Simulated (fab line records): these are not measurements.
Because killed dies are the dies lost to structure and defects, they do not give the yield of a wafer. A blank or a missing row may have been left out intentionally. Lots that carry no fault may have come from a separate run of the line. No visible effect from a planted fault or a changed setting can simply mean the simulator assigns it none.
fab line records + flow gf180mcu
[record]
- lots = 5
- wafers = 23
route steps=602 shown TOP_METAL@580 PASSIVATION@587
start_h: hours from the record's opening day to when the first of the lot's shown wafers began + wait_h: hours elapsed since this lot's preceding step + " unchanged from the row above + L1.1+2: one row covering several wafers at once + - no value, or no start was given + * or withheld: withheld + < > ~ a bound
route shown NAME@n: names a module that has steps shown in the file, with the first one's number in the route + usual: mean/standard deviation taken from wafers without a fault + same: alike in all rows + chamber/n: place in a boat + sites: readings site by site + _std_site: their standard deviation + _edge_site: inner sites' mean taken away from outer sites' mean + radius_mm: for every site, how far away it sits from the centre of the wafer + mask NAME#n: copy n + behind: the most recent tool/chamber to have shaped the wafer + hold: reason for holding the lot/hours on hold/outcome of the hold + device: names the non-switching transistor (n, p or np) + end of line: tests run on the same wafers once the route is complete + for a step that has no rows: nothing shown but its recipe + killed: dies that structure and defects cost at the first sort, which is not the same as the wafer's yield + map: shows each die of a wafer: x if killed, . if not, _ if none is there
set.NAME: the setting that was run; set.NAME@STEP: the one run at that earlier step + model.NAME: the simulator's own value behind a step, which no gauge read
lots where settings were altered on purpose, with a table for each step and a row for each wafer
[[steps]]
[step GF_TOP_METAL_DEVELOP_13]
[recipe]
- develop_time_s = 60
- dev_temp_c = 23
| lot.wafer      | tool           | chamber | start_h | wait_h | set.develop_time_s |
|----------------|----------------|---------|---------|--------|--------------------|
| L074.1+4+6     | litho_track-03 | 0       | 640.81  | 0.1    | 68.55              |
| L074.2+3       | "              | 0       | "       | "      | 60                 |
| L076.1+2+4+5+6 | litho_track-01 | 0       | 662.72  | 0.1    | 60                 |
| L077.1+5+6     | litho_track-01 | 0       | 663.37  | 0.1    | 60                 |
| L078.1+2+4     | litho_track-01 | 0       | 673.57  | 0.1    | 60                 |
| L078.5+6       | "              | 0       | "       | "      | 62.56              |
| L080.2+3+5     | litho_track-01 | 0       | 691.50  | 0.1    | 57.41              |
| L080.4+6       | "              | 0       | "       | "      | 60                 |
[step GF_TOP_METAL_CD_MEAS_14]
[recipe]
- target_cd_nm = 440
[usual]
- cd_nm = 441/3.3
| lot.wafer | tool      | chamber | start_h | wait_h | set.develop_time_s@TOP_METAL_DEVELOP_13 | cd_nm |
|-----------|-----------|---------|---------|--------|-----------------------------------------|-------|
| L074.1    | cd_sem-01 | -       | 640.96  | 0.1    | 68.55                                   | 424   |
| L074.2    | "         | -       | "       | "      | 60                                      | 436   |
| L074.3    | "         | -       | "       | "      | 60                                      | 436   |
| L074.4    | "         | -       | "       | "      | 68.55                                   | 424   |
| L074.6    | "         | -       | "       | "      | 68.55                                   | 426   |
| L076.1    | cd_sem-02 | -       | 662.87  | 0.1    | 60                                      | 443   |
| L076.2    | "         | -       | "       | "      | 60                                      | 440   |
| L076.4    | "         | -       | "       | "      | 60                                      | 441   |
| L076.5    | "         | -       | "       | "      | 60                                      | 441   |
| L076.6    | "         | -       | "       | "      | 60                                      | 440   |
| L077.1    | cd_sem-02 | -       | 663.52  | 0.1    | 60                                      | 440   |
| L077.5    | "         | -       | "       | "      | 60                                      | 438   |
| L077.6    | "         | -       | "       | "      | 60                                      | 441   |
| L078.1    | cd_sem-02 | -       | 673.72  | 0.1    | 60                                      | 438   |
| L078.2    | "         | -       | "       | "      | 60                                      | 441   |
| L078.4    | "         | -       | "       | "      | 60                                      | 436   |
| L078.5    | "         | -       | "       | "      | 62.56                                   | 433   |
| L078.6    | "         | -       | "       | "      | 62.56                                   | 437   |
| L080.2    | cd_sem-01 | -       | 691.64  | 0.1    | 57.41                                   | 449   |
| L080.3    | "         | -       | "       | "      | 57.41                                   | 448   |
| L080.4    | "         | -       | "       | "      | 60                                      | 443   |
| L080.5    | "         | -       | "       | "      | 57.41                                   | 447   |
| L080.6    | "         | -       | "       | "      | 60                                      | 443   |
[step GF_TOP_METAL_METAL_ETCH_16]
[recipe]
- chemistry = Cl2/BCl3
- mask_material = NOVOLAK
- target_depth_nm = 1077.5
- stop_on = SiO2
- pressure_mtorr = 8
- icp_w = 800
- bias_w = 140
- Cl2_flow_sccm = 80
- bcl3_flow_sccm = 40
- time_s = 179.6
[usual]
- oes_product_au = 0.962/0.0055
| lot.wafer | tool         | chamber | start_h | wait_h | set.time_s@TOP_METAL_SPUTTER_02 | oes_product_au |
|-----------|--------------|---------|---------|--------|---------------------------------|----------------|
| L074.1    | rie_metal-01 | 0       | 641.11  | 0.0    | 52.33                           | 0.992          |
| L074.2    | "            | 1       | "       | "      | 47.82                           | 0.962          |
| L074.3    | "            | 0       | "       | "      | 47.82                           | 0.961          |
| L074.4    | "            | 1       | "       | "      | 47.82                           | 0.958          |
| L074.6    | "            | 0       | "       | "      | 52.33                           | 0.984          |
| L076.1    | rie_metal-04 | 0       | 663.03  | 0.0    | 47.82                           | 0.961          |
| L076.2    | "            | 0       | "       | "      | 53.31                           | 0.997          |
| L076.4    | "            | 0       | "       | "      | 53.31                           | 1.002          |
| L076.5    | "            | 0       | "       | "      | 47.82                           | 0.964          |
| L076.6    | "            | 0       | "       | "      | 53.31                           | 0.981          |
| L077.1    | rie_metal-03 | 1       | 663.68  | 0.0    | 47.82                           | 0.967          |
| L077.5    | "            | 0       | "       | "      | 47.82                           | 0.962          |
| L077.6    | "            | 1       | "       | "      | 47.82                           | 0.964          |
| L078.1    | rie_metal-03 | 1       | 673.88  | 0.0    | 45.42                           | 0.939          |
| L078.2    | "            | 0       | "       | "      | 45.42                           | 0.938          |
| L078.4    | "            | 0       | "       | "      | 47.82                           | 0.965          |
| L078.5    | "            | 0       | "       | "      | 47.82                           | 0.957          |
| L078.6    | "            | 1       | "       | "      | 45.42                           | 0.927          |
| L080.2    | rie_metal-01 | 0       | 691.78  | 0.0    | 47.82                           | 0.968          |
| L080.3    | "            | 1       | "       | "      | 47.82                           | 0.966          |
| L080.4    | "            | 0       | "       | "      | 45.53                           | 0.933          |
| L080.5    | "            | 1       | "       | "      | 45.53                           | 0.939          |
| L080.6    | "            | 0       | "       | "      | 45.53                           | 0.947          |
[step GF_PASSIVATION_CVD_00]
[recipe]
- material = SiO2
- target_thk_nm = 1000
- precursor = TEOS
- temp_c = 400
- time_s = 111.95
- rf_w = 600
| lot.wafer | tool     | chamber | start_h | wait_h | set.time_s | model.SiO2_of_PASSIVATION_CVD_00.thk_nm |
|-----------|----------|---------|---------|--------|------------|-----------------------------------------|
| L074.1    | pecvd-04 | 1       | 641.86  | 0.0    | 126.7      | 1127                                    |
| L074.2    | "        | 2       | "       | "      | 126.7      | 1120                                    |
| L074.3    | "        | 0       | "       | "      | 111.95     | 1006                                    |
| L074.4    | "        | 2       | "       | "      | 111.95     | 1015                                    |
| L074.6    | "        | 0       | "       | "      | 126.7      | 1158                                    |
| L076.1    | pecvd-03 | 1       | 663.98  | 0.0    | 111.95     | 989.4                                   |
| L076.2    | "        | 2       | "       | "      | 107.7      | 960.7                                   |
| L076.4    | "        | 2       | "       | "      | 107.7      | 963.8                                   |
| L076.5    | "        | 1       | "       | "      | 111.95     | 1010                                    |
| L076.6    | "        | 0       | "       | "      | 111.95     | 1011                                    |
| L077.1    | pecvd-01 | 2       | 664.47  | 0.0    | 111.95     | 1005                                    |
| L077.5    | "        | 1       | "       | "      | 111.95     | 1025                                    |
| L077.6    | "        | 2       | "       | "      | 111.95     | 1018                                    |
| L078.1    | pecvd-04 | 2       | 674.62  | 0.0    | 111.95     | 991.2                                   |
| L078.2    | "        | 1       | "       | "      | 111.95     | 1001                                    |
| L078.4    | "        | 0       | "       | "      | 111.95     | 1013                                    |
| L078.5    | "        | 1       | "       | "      | 111.95     | 999.3                                   |
| L078.6    | "        | 2       | "       | "      | 111.95     | 1027                                    |
| L080.2    | pecvd-04 | 1       | 692.51  | 0.0    | 111.95     | 997.1                                   |
| L080.3    | "        | 0       | "       | "      | 111.95     | 995.4                                   |
| L080.4    | "        | 2       | "       | "      | 111.95     | 1006                                    |
| L080.5    | "        | 1       | "       | "      | 111.95     | 996.9                                   |
| L080.6    | "        | 0       | "       | "      | 111.95     | 1009                                    |
[step GF_PASSIVATION_THK_MEAS_01]
[recipe]
- reads = SiO2_of_PASSIVATION_CVD_00
[usual]
- PASSIVATION_CVD_00_THK = 1003/11
| lot.wafer | tool          | chamber | start_h | wait_h | set.time_s@PASSIVATION_CVD_00 | PASSIVATION_CVD_00_THK[nm] |
|-----------|---------------|---------|---------|--------|-------------------------------|----------------------------|
| L074.1    | film_metro-03 | -       | 641.94  | 0.0    | 126.7                         | 1127                       |
| L074.2    | "             | -       | "       | "      | 126.7                         | 1120                       |
| L074.3    | "             | -       | "       | "      | 111.95                        | 1007                       |
| L074.4    | "             | -       | "       | "      | 111.95                        | 1016                       |
| L074.6    | "             | -       | "       | "      | 126.7                         | 1158                       |
| L076.1    | film_metro-02 | -       | 664.06  | 0.0    | 111.95                        | 989                        |
| L076.2    | "             | -       | "       | "      | 107.7                         | 960                        |
| L076.4    | "             | -       | "       | "      | 107.7                         | 964                        |
| L076.5    | "             | -       | "       | "      | 111.95                        | 1010                       |
| L076.6    | "             | -       | "       | "      | 111.95                        | 1012                       |
| L077.1    | film_metro-03 | -       | 664.55  | 0.0    | 111.95                        | 1005                       |
| L077.5    | "             | -       | "       | "      | 111.95                        | 1025                       |
| L077.6    | "             | -       | "       | "      | 111.95                        | 1018                       |
| L078.1    | film_metro-02 | -       | 674.70  | 0.0    | 111.95                        | 991                        |
| L078.2    | "             | -       | "       | "      | 111.95                        | 1002                       |
| L078.4    | "             | -       | "       | "      | 111.95                        | 1013                       |
| L078.5    | "             | -       | "       | "      | 111.95                        | 1000                       |
| L078.6    | "             | -       | "       | "      | 111.95                        | 1026                       |
| L080.2    | film_metro-02 | -       | 692.60  | 0.0    | 111.95                        | 998                        |
| L080.3    | "             | -       | "       | "      | 111.95                        | 995                        |
| L080.4    | "             | -       | "       | "      | 111.95                        | 1007                       |
| L080.5    | "             | -       | "       | "      | 111.95                        | 996                        |
| L080.6    | "             | -       | "       | "      | 111.95                        | 1008                       |
[[key]]
[split]
- step = GF_TOP_METAL_DEVELOP_13
- setting = develop_time_s
- stated = 60
- by = wafer
[response]
- step = GF_TOP_METAL_CD_MEAS_14
- reading = cd_nm
- change = -0.864
- per = 1%
- r = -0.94
[split]
- step = GF_PASSIVATION_CVD_00
- setting = time_s
- stated = 111.95
- by = wafer
[response]
- step = GF_PASSIVATION_CVD_00
- reading = model.SiO2_of_PASSIVATION_CVD_00.thk_nm
- change = +9.55
- per = 1%
- r = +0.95
[response]
- step = GF_PASSIVATION_THK_MEAS_01
- reading = PASSIVATION_CVD_00_THK
- change = +9.51
- per = 1%
- r = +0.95
split outside_this_file step=GF_TOP_METAL_SPUTTER_02 setting=time_s
// split outside_this_file: this setting was split too, and the file shows its column; the key of that split is in another file
